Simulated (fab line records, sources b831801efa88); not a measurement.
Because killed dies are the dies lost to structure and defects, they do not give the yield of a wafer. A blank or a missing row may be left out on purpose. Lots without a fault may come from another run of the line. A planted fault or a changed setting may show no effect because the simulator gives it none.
What tool caused it? | flow sky130 | 10 lots, 30 wafers sampled, at 6 steps of a route of 708

== WHAT EACH GAUGE READ, for each wafer ==
SKY_SPACER_THK_MEAS_01. Usual: SPACER_CVD_00_THK typically reads 43.0 nm, with standard deviation 0.37.
lot  | measured     | on            | SPACER_CVD_00_THK (nm) | flag
L410 | day 23 05:35 | film_metro-01 | 43.5 43.8 43.7         |
L413 | day 24 10:11 | film_metro-01 | 42.6 42.8 42.2         |
L414 | day 24 23:53 | film_metro-02 | 42.6 42.7 42.6         |
L418 | day 26 01:51 | film_metro-02 | 43.3 43.5 43.8         |
L419 | day 26 12:37 | film_metro-01 | 43.0 43.1 43.2         |
L421 | day 26 21:53 | film_metro-02 | 28.9 28.9 29.0         | OFF
L423 | day 27 10:22 | film_metro-04 | 29.0 28.8 29.1         | OFF
L431 | day 30 03:52 | film_metro-01 | 42.8 42.9 42.6         |
L432 | day 30 03:51 | film_metro-04 | 42.5 42.9 42.7         |
L433 | day 30 17:35 | film_metro-02 | 42.7 42.9 42.5         |

SKY_POLY_CUT_CD_MEAS_08 targets a cd of 270 nm. Usual: cd_nm reads 269.9 nm (standard deviation 1.5).
lot  | measured     | on        | cd_nm (nm)        | flag
L410 | day 24 11:25 | cd_sem-02 | 271.7 271.7 270.9 |
L413 | day 25 15:50 | cd_sem-02 | 272.4 272.8 271.5 |
L414 | day 26 05:18 | cd_sem-02 | 270.3 271.9 270.8 |
L418 | day 27 07:04 | cd_sem-01 | 271.0 272.4 271.9 |
L419 | day 27 17:55 | cd_sem-01 | 271.2 271.2 270.7 |
L421 | day 28 03:08 | cd_sem-02 | 270.7 271.7 270.9 |
L423 | day 28 14:40 | cd_sem-02 | 268.3 269.0 269.3 |
L431 | day 31 07:37 | cd_sem-01 | 269.0 268.4 268.5 |
L432 | day 31 07:57 | cd_sem-02 | 269.4 269.6 269.3 |
L433 | day 31 21:36 | cd_sem-01 | 268.4 267.6 268.5 |

== TOOL THAT RAN EACH LOT (tool first, then ch and the chambers of the sampled wafers, then the start) ==
lot  | SKY_SONOS_ONO_ETCH_15              | SKY_LDD_HVN_STRIP_09                 | SKY_SPACER_CVD_00           | SKY_SPACER_ETCHBACK_02
L410 | rie_diel-02 ch 0,1, day 12 20:37   | plasma_asher-04 ch 0,1, day 20 12:51 | lpcvd-02 ch 0, day 23 04:23 | rie_diel-03 ch 0,1, day 23 05:39
L413 | rie_diel-01 ch 1,2,3, day 13 23:23 | plasma_asher-03 ch 0,1, day 21 19:26 | lpcvd-02 ch 0, day 24 08:59 | rie_diel-04 ch 1,2,3, day 24 10:14
L414 | rie_diel-02 ch 0,2,3, day 14 10:56 | plasma_asher-01 ch 0,1, day 22 09:30 | lpcvd-02 ch 0, day 24 22:41 | rie_diel-03 ch 0,3, day 24 23:57
L418 | rie_diel-01 ch 0,2,3, day 15 09:26 | plasma_asher-04 ch 0,1, day 23 10:42 | lpcvd-02 ch 0, day 26 00:39 | rie_diel-04 ch 0,1,3, day 26 01:55
L419 | rie_diel-01 ch 0,2,3, day 15 20:22 | plasma_asher-03 ch 0,1, day 23 23:45 | lpcvd-02 ch 0, day 26 11:25 | rie_diel-01 ch 0,1, day 26 12:41
L421 | rie_diel-03 ch 0,1,3, day 16 05:56 | plasma_asher-03 ch 0,1, day 24 08:41 | lpcvd-02 ch 0, day 26 20:40 | rie_diel-04 ch 1,2,3, day 26 21:56
L423 | rie_diel-01 ch 0,2, day 16 18:43   | plasma_asher-01 ch 0,1, day 24 22:31 | lpcvd-02 ch 0, day 27 09:10 | rie_diel-04 ch 0,3, day 27 10:26
L431 | rie_diel-01 ch 1,3, day 19 16:17   | plasma_asher-01 ch 0,1, day 27 13:35 | lpcvd-02 ch 1, day 30 02:02 | rie_diel-03 ch 0,2,3, day 30 03:55
L432 | rie_diel-02 ch 0,2,3, day 19 18:16 | plasma_asher-01 ch 0,1, day 27 15:52 | lpcvd-02 ch 0, day 30 02:02 | rie_diel-04 ch 2,3, day 30 03:55
L433 | rie_diel-03 ch 0,1,3, day 20 11:58 | plasma_asher-01 ch 0,1, day 28 08:26 | lpcvd-02 ch 0, day 30 16:23 | rie_diel-04 ch 0,3, day 30 17:38
- SKY_SONOS_ONO_ETCH_15: etches the open film in CHF3/O2, target depth 19.52 nm, time 7.8 s.
- SKY_LDD_HVN_STRIP_09: strips in O2/N2.
- SKY_SPACER_CVD_00: deposits Si3N4 from DCS/NH3, target thk 43.1 nm, time 740 s.
- SKY_SPACER_ETCHBACK_02: etches Si3N4 in CH3F/O2, stops on SiO2, time 46.7 s, target depth 45 nm.

== AS READ BY THE TOOLS THEMSELVES (means over the sampled wafers that have a number; for cases with no such wafer, the mark the record gives instead) ==
SKY_SONOS_ONO_ETCH_15. Usual: drypump_motor_current_A 5.7 A, standard deviation 0.42; oes_product_au 0.996 a.u., standard deviation 0.01; throttle_valve_pct 8.825 %, standard deviation 0.01.
lot  | tool        | drypump_motor_current_A (A) | oes_product_au (a.u.) | throttle_valve_pct (%) | flag
L410 | rie_diel-02 | 6.1                         | 0.983                 | 8.831                  |
L413 | rie_diel-01 | 5.4                         | 0.990                 | 8.824                  |
L414 | rie_diel-02 | 5.5                         | 0.994                 | 8.821                  |
L418 | rie_diel-01 | 5.5                         | 0.995                 | 8.821                  |
L419 | rie_diel-01 | 5.6                         | 0.999                 | 8.820                  |
L421 | rie_diel-03 | 6.0                         | 0.999                 | 8.832                  |
L423 | rie_diel-01 | 5.6                         | 1.002                 | 8.824                  |
L431 | rie_diel-01 | 5.4                         | 0.987                 | 8.820                  |
L432 | rie_diel-02 | 5.5                         | 0.993                 | 8.822                  |
L433 | rie_diel-03 | 6.0                         | 1.002                 | 8.829                  |

SKY_LDD_HVN_STRIP_09. Usual: drypump_motor_current_A 6.1 A, standard deviation 0.39; oes_product_au 0.408 a.u., standard deviation 0.0053; strip_time_to_endpoint_s 4.130 s, standard deviation 0.014.
lot  | tool            | drypump_motor_current_A (A) | oes_product_au (a.u.) | strip_time_to_endpoint_s (s) | flag
L410 | plasma_asher-04 | 6.5                         | 0.410                 | 4.122                        |
L413 | plasma_asher-03 | 6.1                         | 0.406                 | 4.137                        |
L414 | plasma_asher-01 | 5.7                         | 0.405                 | 4.135                        |
L418 | plasma_asher-04 | 6.4                         | 0.411                 | 4.120                        |
L419 | plasma_asher-03 | 6.1                         | 0.405                 | 4.125                        |
L421 | plasma_asher-03 | 6.2                         | 0.403                 | 4.126                        |
L423 | plasma_asher-01 | 5.7                         | 0.409                 | 4.135                        |
L431 | plasma_asher-01 | 5.7                         | 0.408                 | 4.124                        |
L432 | plasma_asher-01 | 5.7                         | 0.414                 | 4.144                        |
L433 | plasma_asher-01 | 5.7                         | 0.406                 | 4.127                        |

SKY_SPACER_CVD_00. Usual: spike_tc_bottom_C is 790.9 C with standard deviation 1.1, spike_tc_centre_C is 770.4 C with standard deviation 1.1, spike_tc_lower_C is 770.8 C with standard deviation 1.2, spike_tc_top_C is 786.3 C with standard deviation 1.7, spike_tc_upper_C is 770.6 C with standard deviation 1.1, susceptor_temp_C is 769.9 C with standard deviation 0.36, and zone_power_top_pct is 26.8 % with standard deviation 0.36.
lot  | tool     | spike_tc_bottom_C (C) | spike_tc_centre_C (C) | spike_tc_lower_C (C) | spike_tc_top_C (C) | spike_tc_upper_C (C) | susceptor_temp_C (C) | zone_power_top_pct (%) | flag
L410 | lpcvd-02 | 791.1                 | 770.1                 | 771.1                | 786.2              | 770.4                | 770.0                | 26.5                   |
L413 | lpcvd-02 | 791.2                 | 771.0                 | 769.9                | 786.7              | 771.0                | 769.9                | 26.6                   |
L414 | lpcvd-02 | 791.2                 | 769.7                 | 770.4                | 787.0              | 770.8                | 769.9                | 26.4                   |
L418 | lpcvd-02 | 792.3                 | 769.3                 | 770.8                | 788.1              | 770.3                | 769.8                | 26.6                   |
L419 | lpcvd-02 | 791.8                 | 770.2                 | 769.7                | 787.6              | 770.7                | 770.4                | 26.6                   |
L421 | lpcvd-02 | 771.7                 | 749.0                 | 750.6                | 768.5              | 751.6                | 750.5                | 25.7                   | OFF
L423 | lpcvd-02 | 771.2                 | 750.6                 | 750.3                | 768.2              | 751.0                | 749.3                | 25.4                   | OFF
L431 | lpcvd-02 | 790.5                 | 771.0                 | 772.3                | 783.5              | 769.4                | 769.8                | 27.3                   |
L432 | lpcvd-02 | 791.6                 | 769.2                 | 770.8                | 788.0              | 771.7                | 770.5                | 26.6                   |
L433 | lpcvd-02 | 791.8                 | 770.8                 | 769.8                | 787.1              | 771.6                | 769.7                | 26.4                   |

SKY_SPACER_ETCHBACK_02. Usual: drypump_motor_current_A 5.9 A, standard deviation 0.38; oes_product_au 0.854 a.u., standard deviation 0.007; throttle_valve_pct 10.562 %, standard deviation 0.0091.
lot  | tool        | drypump_motor_current_A (A) | oes_product_au (a.u.) | throttle_valve_pct (%) | flag
L410 | rie_diel-03 | 6.1                         | 0.865                 | 10.572                 |
L413 | rie_diel-04 | 6.0                         | 0.847                 | 10.558                 |
L414 | rie_diel-03 | 6.2                         | 0.843                 | 10.556                 |
L418 | rie_diel-04 | 5.9                         | 0.861                 | 10.561                 |
L419 | rie_diel-01 | 5.8                         | 0.858                 | 10.569                 |
L421 | rie_diel-04 | 5.9                         | 0.702                 | 10.542                 | OFF
L423 | rie_diel-04 | 5.9                         | 0.694                 | 10.538                 | OFF
L431 | rie_diel-03 | 6.2                         | 0.849                 | 10.560                 |
L432 | rie_diel-04 | 6.0                         | 0.846                 | 10.560                 |
L433 | rie_diel-04 | 5.9                         | 0.852                 | 10.558                 |

== THE ANSWER, worked out from the rows above alone ==
Rule: lot off if the mean of its wafers having a number is beyond 3 standard deviations from the usual mean. A lot without any number at a reading at which 4 lots or more have one is off too. Where the step has rows for the other lots, those lots are counted as sound. The gauges are gone through in route order, then the tools' own readings, and for those a lot's mean is taken as printed above. The first step at which some lot is off is used, and at that step the reading that is off furthest; a lot without a number counts as furthest.
Off: L421, L423, at SKY_SPACER_THK_MEAS_01 (SPACER_CVD_00_THK).
If a tool, at a process step before that reading, ran all the lots that are off and no sound lot after the first of them, it fits. Not tried: the gauges at SKY_SPACER_THK_MEAS_01; whatever is off there is also off at SKY_SPACER_CVD_00, on other tools, and gauge error can't account for it. Not one of the candidates tried fits.

== WHAT THE SIMULATOR HAD PUT IN ==
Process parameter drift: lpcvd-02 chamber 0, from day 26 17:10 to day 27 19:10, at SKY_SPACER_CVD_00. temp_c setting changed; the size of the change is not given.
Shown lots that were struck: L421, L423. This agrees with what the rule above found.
